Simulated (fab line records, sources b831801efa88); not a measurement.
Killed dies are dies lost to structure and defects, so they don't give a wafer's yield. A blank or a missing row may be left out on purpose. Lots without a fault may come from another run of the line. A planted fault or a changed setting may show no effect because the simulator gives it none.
fab line records | flow gf180mcu
record lots=13 wafers=39 last_day=34
route steps=602 shown VT_IMPLANT@140 PSD@255 SAB@277
lots that met no fault: from a run of the same line without faults
start_h: hours from the record's first day to the start of the lot's first wafer shown | wait_h: hours since the lot's step before | " the same as in the row above | L1.1+2: a row that stands for several wafers | - no value, or no start given | * or withheld: withheld | < > ~ a bound
route shown NAME@n: a module of which the file shows steps, and the number in the route of the first | usual: mean/standard deviation of fault-free wafers | same: alike in all rows | chamber/n: place in a boat | sites: the reading at each site | _std_site: their standard deviation | _edge_site: outer sites' mean less inner sites' | radius_mm: how far each site lies from the wafer's centre | mask NAME#n: copy n | behind: the tool/chamber that last shaped the wafer | hold: why the lot was held/for how many hours/how that ended | device: the transistor (n, p or np) that didn't switch | end of line: the same wafers' tests at the end of the route | a step without rows: its recipe alone | killed: dies lost to structure and defects at the first sort, not the wafer's yield | map: a wafer's dies, x killed, . not, _ none there
set.NAME: the setting as run; set.NAME@STEP: as run at that earlier step | model.NAME: the simulator's own value behind a step, which no gauge read
steps of the route over a sample of lots; a table a step, a row a wafer
services: from which hour (start_h, from the record's first day; less than 0 if before it) a tool's chamber was out of use, for how many hours, and why
## steps
# step GF_VT_IMPLANT_WET_ETCH_50
# recipe chemistry=dHF target_depth_nm=20 target=SiO2 temp_c=25 dilution=100:1 time_s=400
# usual run_length_s=430/3.8
# columns lot.wafer tool chamber start_h wait_h run_length_s
L188.1 wet_bench-03 1 164.37 0.1 433
L188.2 " 1 " " 433
L188.4 " 1 " " 433
L189.2 wet_bench-03 1 170.21 0.1 434
L189.4 " 1 " " 434
L189.5 " 1 " " 434
L191.1 wet_bench-03 2 184.92 0.1 427
L191.4 " 2 " " 427
L191.5 " 2 " " 427
L193.1 wet_bench-03 1 196.22 0.1 427
L193.4 " 1 " " 427
L193.6 " 1 " " 427
L194.1 wet_bench-01 0 206.67 0.1 427
L194.2 " 0 " " 427
L194.4 " 0 " " 427
L195.2 wet_bench-03 1 213.31 0.1 453
L195.3 " 1 " " 453
L195.4 " 1 " " 453
L197.3 wet_bench-01 2 225.47 0.1 428
L197.4 " 2 " " 428
L197.5 " 2 " " 428
L204.2 wet_bench-03 3 276.07 0.1 431
L204.4 " 3 " " 431
L204.5 " 3 " " 431
L205.1 wet_bench-01 2 282.92 0.1 434
L205.5 " 2 " " 434
L205.6 " 2 " " 434
L206.1 wet_bench-03 1 289.71 0.1 434
L206.2 " 1 " " 434
L206.5 " 1 " " 434
L207.3 wet_bench-02 0 297.26 0.1 425
L207.4 " 0 " " 425
L207.5 " 0 " " 425
L208.1 wet_bench-03 2 302.96 0.1 426
L208.4 " 2 " " 426
L208.5 " 2 " " 426
L209.3 wet_bench-03 2 307.77 0.1 427
L209.5 " 2 " " 427
L209.6 " 2 " " 427
# step GF_PSD_CD_MEAS_07
# recipe target_cd_nm=400
# usual cd_nm=399.5/2.4
# columns lot.wafer tool chamber start_h wait_h cd_nm
L188.1 cd_sem-01 - 326.18 0.1 400.9
L188.2 " - " " 399.1
L188.4 " - " " 399.5
L189.2 cd_sem-01 - 336.57 0.1 401.7
L189.4 " - " " 402.8
L189.5 " - " " 401.8
L191.1 cd_sem-02 - 353.90 0.1 400.1
L191.4 " - " " 401.2
L191.5 " - " " 401.4
L193.1 cd_sem-02 - 367.18 0.1 399.8
L193.4 " - " " 401.4
L193.6 " - " " 400.0
L194.1 cd_sem-02 - 380.55 0.1 399.9
L194.2 " - " " 399.7
L194.4 " - " " 401.2
L195.2 cd_sem-02 - 392.07 0.1 398.5
L195.3 " - " " 397.5
L195.4 " - " " 398.2
L197.3 cd_sem-02 - 406.32 0.1 398.4
L197.4 " - " " 399.7
L197.5 " - " " 401.2
L204.2 cd_sem-02 - 468.92 0.1 396.2
L204.4 " - " " 395.3
L204.5 " - " " 397.5
L205.1 cd_sem-02 - 473.59 0.1 398.5
L205.5 " - " " 399.2
L205.6 " - " " 396.0
L206.1 cd_sem-02 - 485.39 0.1 399.2
L206.2 " - " " 401.8
L206.5 " - " " 403.8
L207.3 cd_sem-01 - 490.62 0.1 399.4
L207.4 " - " " 399.3
L207.5 " - " " 398.4
L208.1 cd_sem-01 - 501.60 0.1 400.0
L208.4 " - " " 400.5
L208.5 " - " " 400.2
L209.3 cd_sem-01 - 506.22 0.1 401.9
L209.5 " - " " 402.4
L209.6 " - " " 402.4
# step GF_PSD_RTA_13
# recipe temp_c=1025 time_s=20 ambient=N2
# usual lamp_power_pct=36/8.6 wafer_temp_C_max=1028.9/0.76
# columns lot.wafer tool chamber start_h wait_h lamp_power_pct wafer_temp_C_max
L188.1 rtp_anneal-01 0 326.69 0.0 28 1030.8
L188.2 " 0 " " 28 1029.1
L188.4 " 0 " " 28 1028.4
L189.2 rtp_anneal-01 0 337.14 0.0 28 1029.3
L189.4 " 0 " " 28 1029.0
L189.5 " 0 " " 28 1029.7
L191.1 rtp_anneal-01 0 354.42 0.0 28 1028.6
L191.4 " 0 " " 28 1027.6
L191.5 " 0 " " 28 1028.3
L193.1 rtp_anneal-01 0 367.69 0.0 28 1028.2
L193.4 " 0 " " 28 1029.4
L193.6 " 0 " " 28 1029.4
L194.1 rtp_anneal-01 0 381.07 0.0 28 1028.4
L194.2 " 0 " " 28 1029.3
L194.4 " 0 " " 28 1029.6
L195.2 rtp_anneal-02 0 392.58 0.0 45 1028.6
L195.3 " 0 " " 45 1029.5
L195.4 " 0 " " 45 1029.5
L197.3 rtp_anneal-01 0 406.83 0.0 28 1029.1
L197.4 " 0 " " 28 1028.3
L197.5 " 0 " " 28 1029.2
L204.2 rtp_anneal-01 0 469.43 0.0 28 1030.5
L204.4 " 0 " " 28 1030.1
L204.5 " 0 " " 28 1029.9
L205.1 rtp_anneal-01 0 474.17 0.0 28 1028.0
L205.5 " 0 " " 28 1028.7
L205.6 " 0 " " 28 1028.3
L206.1 rtp_anneal-02 0 485.91 0.0 45 1027.9
L206.2 " 0 " " 45 1029.1
L206.5 " 0 " " 45 1028.1
L207.3 rtp_anneal-01 0 491.12 0.0 28 1028.7
L207.4 " 0 " " 28 1027.6
L207.5 " 0 " " 28 1028.4
L208.1 rtp_anneal-02 0 502.12 0.0 45 1028.8
L208.4 " 0 " " 45 1028.2
L208.5 " 0 " " 45 1027.9
L209.3 rtp_anneal-01 0 506.72 0.0 28 1028.3
L209.5 " 0 " " 28 1028.7
L209.6 " 0 " " 28 1029.2
# step GF_SAB_STRIP_13
# recipe chemistry=O2/N2 power_w=1400 pressure_mtorr=1500 platen_temp_c=250 o2_flow_sccm=3000 n2_flow_sccm=300 overash_fraction=0.5
# usual drypump_motor_current_A=6.29/0.28 heater_power_w=328/27 n2_flow_sccm=299.9/0.82 oes_product_au=0.710/0.0048 strip_time_to_endpoint_s=12.62/0.034
# columns lot.wafer tool chamber start_h wait_h drypump_motor_current_A heater_power_w n2_flow_sccm oes_product_au rf_hours_counter_h strip_time_to_endpoint_s
L188.1 plasma_asher-02 0 348.36 0.0 6.24 372 300.0 0.702 56 12.68
L188.2 " 1 " " 6.08 322 300.4 0.716 56 12.68
L188.4 " 1 " " 6.02 309 301.7 0.720 - 12.64
L189.2 plasma_asher-02 0 359.54 0.0 6.24 371 299.7 0.708 58 12.59
L189.4 " 0 " " 6.26 377 299.3 0.709 - 12.61
L189.5 " 0 " " 6.24 379 300.1 0.703 - 12.59
L191.1 plasma_asher-01 0 377.62 0.0 6.74 299 300.6 0.717 26 12.57
L191.4 " 1 " " 6.53 303 299.5 0.710 - 12.60
L191.5 " 0 " " 6.76 319 300.2 0.705 - 12.61
L193.1 plasma_asher-02 0 391.06 0.0 6.23 359 299.4 0.704 61 12.57
L193.4 " 1 " " 6.05 318 298.7 0.712 - 12.63
L193.6 " 0 " " 6.18 374 299.8 0.703 - 12.59
L194.1 plasma_asher-02 1 405.00 0.0 6.02 313 300.5 0.705 62 12.61
L194.2 " 0 " " 6.21 369 301.6 0.712 62 12.65
L194.4 " 0 " " 6.20 383 300.3 0.708 - 12.59
L195.2 plasma_asher-02 0 416.57 0.0 6.25 367 299.9 0.708 63 12.59
L195.3 " 0 " " 6.19 373 299.4 0.721 - 12.59
L195.4 " 1 " " 6.06 318 300.3 0.711 - 12.57
L197.3 plasma_asher-01 1 431.44 0.0 6.60 299 299.1 0.714 - 12.65
L197.4 " 0 " " 6.75 305 299.9 0.716 - 12.65
L197.5 " 0 " " 6.73 305 300.0 0.714 - 12.63
L204.2 plasma_asher-01 0 493.83 0.0 6.76 300 298.7 0.715 38 12.68
L204.4 " 1 " " 6.53 293 301.1 0.704 - 12.65
L204.5 " 0 " " 6.73 312 298.5 0.714 - 12.63
L205.1 plasma_asher-01 0 499.00 0.0 6.71 303 300.0 0.714 38 12.59
L205.5 " 0 " " 6.73 309 300.9 0.707 - 12.62
L205.6 " 1 " " 6.59 289 299.6 0.710 - 12.62
L206.1 plasma_asher-02 1 510.47 0.0 6.05 321 299.8 0.715 72 12.63
L206.2 " 0 " " 6.19 372 299.1 0.709 72 12.65
L206.5 " 0 " " 6.20 365 299.7 0.706 - 12.64
L207.3 plasma_asher-03 1 515.29 0.0 6.11 325 299.4 0.711 - 12.60
L207.4 " 0 " " 6.00 354 297.8 0.709 - 12.58
L207.5 " 0 " " 5.98 358 300.3 0.702 - 12.63
L208.1 plasma_asher-02 1 526.91 0.0 6.08 307 301.5 0.707 74 12.65
L208.4 " 1 " " 6.06 309 299.7 0.708 - 12.63
L208.5 " 0 " " 6.24 368 300.2 0.707 - 12.64
L209.3 plasma_asher-02 1 530.48 0.0 6.03 311 299.7 0.711 - 12.59
L209.5 " 0 " " 6.23 369 300.5 0.706 - 12.56
L209.6 " 1 " " 6.03 318 299.5 0.712 - 12.53
## services
# columns tool chamber start_h hours kind
plasma_asher-01 - 205.24 8.2 repair
rtp_anneal-01 - 215.47 4.4 pm
plasma_asher-03 - 303.30 2.8 pm
plasma_asher-02 - 374.21 2.8 pm
wet_bench-01 - 417.36 4.1 repair
wet_bench-01 - 431.78 1.5 repair
plasma_asher-02 - 474.84 3.1 repair
plasma_asher-02 - 479.62 2.4 repair
plasma_asher-03 - 501.55 1.1 repair
plasma_asher-02 - 522.54 0.7 repair
## key
first_sign step=GF_VT_IMPLANT_WET_ETCH_50 reading=run_length_s direction=up sigmas=6.1 usual=* struck=*
effect none on later readings
met_at GF_VT_IMPLANT_WET_ETCH_50
struck_lots L195
tester_left_out L195
not_acting_at GF_PSD_CD_MEAS_07,GF_PSD_RTA_13,GF_SAB_STRIP_13
onset_between 196.22 213.31
fault kind=process_parameter_drift tool=wet_bench-03 chamber=- onset_h=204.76 steps=GF_VT_IMPLANT_WET_ETCH_50 channel=time_s offset=* shape=step end_h=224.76 acts_in=* stated=*
# tester_left_out: of these lots the tester's yield and bins aren't shown, on N5 and GAA mostly nor the transistor test; their killed dies are dies lost to structure and defects alone, not to doping, threshold or leakage, so they don't give the yield
